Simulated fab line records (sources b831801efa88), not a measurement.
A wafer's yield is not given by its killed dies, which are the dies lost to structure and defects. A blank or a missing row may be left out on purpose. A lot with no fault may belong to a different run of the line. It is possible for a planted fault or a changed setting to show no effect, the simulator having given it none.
Chamber matching + flow sky130 + 4 sister chambers for SKY_VIA1_CMP_24 on cmp-01
The step polishes, stops on SiO2, t overpolish 15 s, target thk 0 nm. 4 wafers are shown with their chamber, then 8 later ones without.

## EACH WAFER AND ITS CHAMBER
| wafer  | chamber | motor_current_A (A) |
|--------|---------|---------------------|
| L119.2 | 3       | 10.9                |
| L121.1 | 1       | 9.8                 |
| L121.5 | 2       | 10.2                |
| L122.1 | 0       | 12.1                |

## WAFERS MISSING THEIR CHAMBER
| wafer  | motor_current_A (A) |
|--------|---------------------|
| L122.5 | 11.3                |
| L122.6 | 9.7                 |
| L130.1 | 11.5                |
| L130.2 | 10.7                |
| L130.6 | 10.7                |
| L132.3 | 11.1                |
| L132.5 | 9.9                 |
| L132.6 | 11.4                |

## EACH ONE'S CHAMBER
| wafer  | from the rows above     | in truth                   |
|--------|-------------------------|----------------------------|
| L122.5 | can't be placed: 3 or 0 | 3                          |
| L122.6 | can't be placed: 1 or 2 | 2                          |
| L130.1 | can't be placed: 0 or 3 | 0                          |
| L130.2 | can't be placed: 3 or 2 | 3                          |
| L130.6 | can't be placed: 3 or 2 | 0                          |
| L132.3 | 3                       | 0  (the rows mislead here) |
| L132.5 | can't be placed: 1 or 2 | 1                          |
| L132.6 | can't be placed: 3 or 0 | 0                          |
Correct placement for 0 of the 8. Not placeable from these rows: 7 (in 6, the candidates include the true chamber). Placed wrongly: 1.
How it was worked out, from the rows above alone: a wafer's distance from a chamber is the root of the sum, over the readings, of the square of ((its reading less the chamber's mean) divided by the reading's scatter). The wafer belongs to the nearest chamber; if the next one is less than 2 further off, it can't be placed. For every chamber, the mean is computed from those of its wafers that are shown. The scatter: with one shown wafer a chamber, the root of the mean of the squares of how far each hidden wafer lies from its nearest shown one.
